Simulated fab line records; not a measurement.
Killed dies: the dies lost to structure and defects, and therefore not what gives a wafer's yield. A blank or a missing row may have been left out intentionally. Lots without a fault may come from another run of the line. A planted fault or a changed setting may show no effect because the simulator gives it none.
Matching of chambers + flow sky130 + 4 sister chambers for SKY_VIA1_CMP_02 on cmp-01
The step polishes SiO2. 14 wafers are shown with their chamber, then 7 later ones without.

WAFERS PAIRED WITH THEIR CHAMBERS
| wafer  | chamber | motor current A (A) |
|--------|---------|---------------------|
| L319.2 | 0       | 12.4                |
| L319.5 | 0       | 12.6                |
| L319.6 | 3       | 11.5                |
| L324.1 | 1       | 12.5                |
| L324.3 | 0       | 11.7                |
| L324.6 | 1       | 11.8                |
| L325.1 | 3       | 11.5                |
| L325.2 | 1       | 11.7                |
| L325.4 | 0       | 12.7                |
| L327.1 | 3       | 11.4                |
| L327.5 | 3       | 10.4                |
| L327.6 | 2       | 13.8                |
| L337.1 | 2       | 13.7                |
| L337.3 | 3       | 11.4                |

SIGNATURES (means of the wafers above)
| reading         | chamber 0 | chamber 1 | chamber 2 | chamber 3 | scatter within a chamber |
|-----------------|-----------|-----------|-----------|-----------|--------------------------|
| motor current A | 12.350    | 12.000    | 13.750    | 11.240    | 0.434                    |
Rule: for each reading, subtract the chamber's mean from the wafer's reading, divide by that reading's scatter and square the result; add these up over the readings and take the root, which gives the wafer's distance from the chamber. The wafer belongs to the nearest chamber; if the next one is less than 2 further off, it can't be placed. The scatter is the square root of a quotient: the sum, over the shown wafers, of each reading's squared deviation from its chamber's mean, divided by wafers minus chambers.

WAFERS WITHOUT THEIR CHAMBER
| wafer  | motor current A (A) |
|--------|---------------------|
| L337.5 | 13.0                |
| L341.1 | 12.1                |
| L341.2 | 11.9                |
| L341.5 | 11.7                |
| L342.3 | 11.9                |
| L342.5 | 14.4                |
| L342.6 | 12.5                |

THE CHAMBER EACH PASSED THROUGH
| wafer  | from the rows above          | in truth |
|--------|------------------------------|----------|
| L337.5 | can't be placed: 0 or 2 or 1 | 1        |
| L341.1 | can't be placed: 1 or 0 or 3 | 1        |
| L341.2 | can't be placed: 1 or 0 or 3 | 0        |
| L341.5 | can't be placed: 1 or 3 or 0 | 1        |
| L342.3 | can't be placed: 1 or 0 or 3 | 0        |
| L342.5 | 2                            | 2        |
| L342.6 | can't be placed: 0 or 1      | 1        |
Correct placement for 1 of the 7. From these rows, 6 cannot be placed; in 6 the true chamber is one of the candidates. Wrongly placed: 0.
